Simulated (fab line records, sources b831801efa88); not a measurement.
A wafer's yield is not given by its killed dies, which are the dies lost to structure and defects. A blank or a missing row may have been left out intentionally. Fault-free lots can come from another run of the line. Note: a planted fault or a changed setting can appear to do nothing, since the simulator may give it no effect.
What tool caused it? | flow sky130 | 6 lots, 18 wafers sampled, at 3 steps of a route of 708

## WHAT THE GAUGES READ, wafer by wafer
SKY_METAL4_OVL_MEAS_14.
lot  | measured     | on         | METAL4_OVL (nm)
L963 | day 41 23:44 | overlay-01 | 1 -5 -4
L966 | day 42 23:40 | overlay-01 | 6 2 3
L968 | day 44 12:16 | overlay-01 | 8 4 5
L970 | day 44 17:25 | overlay-01 | 0 2 5
L972 | day 44 18:02 | overlay-01 | 1 16 9
L978 | day 46 04:10 | overlay-02 | 12 2 7

## EACH LOT AND THE TOOL THAT RAN IT (in order: tool; ch and the chambers of the sampled wafers; start)
lot  | SKY_CONTACT_CMP_27            | SKY_VIA3_CMP_24
L963 | cmp-01 ch 1,2,3, day 31 21:26 | cmp-01 ch 0,1, day 39 22:56
L966 | cmp-02 ch 0,1,2, day 32 21:05 | cmp-01 ch 1,3, day 40 22:21
L968 | cmp-01 ch 0,1,2, day 34 15:42 | cmp-01 ch 0,2,3, day 42 12:25
L970 | cmp-02 ch 0,3, day 34 17:05   | cmp-01 ch 0,1, day 42 18:23
L972 | cmp-02 ch 0,1,3, day 34 18:15 | cmp-02 ch 0,2,3, day 42 18:49
L978 | cmp-01 ch 0,1, day 36 16:08   | cmp-02 ch 0,1,2, day 44 08:46
- SKY_CONTACT_CMP_27: polishes, stops on SiO2, t overpolish 15 s, target thk 0 nm.
- SKY_VIA3_CMP_24: polishes, stops on SiO2, t overpolish 20 s, target thk 0 nm.

## THE ANSWER, worked out from the rows above alone
Rule: usual is defined by the lots themselves. The widest of any qualifying gaps counts: lots, ordered by their means at a reading, are off when they make up no more than a third of the lots, leave a main group of 4 or more, and stand apart from it by 3 or more times the standard deviation of that group's means. If all means in a main group match to the digits the tables above print for the reading, that group is not used. A lot without any number at a reading at which 4 lots or more have one is off too. Any other lot the step has rows for is counted as sound.
Nothing can be told from this: no lot is off at any reading shown.

## WHAT THE SIMULATOR HAD PUT IN
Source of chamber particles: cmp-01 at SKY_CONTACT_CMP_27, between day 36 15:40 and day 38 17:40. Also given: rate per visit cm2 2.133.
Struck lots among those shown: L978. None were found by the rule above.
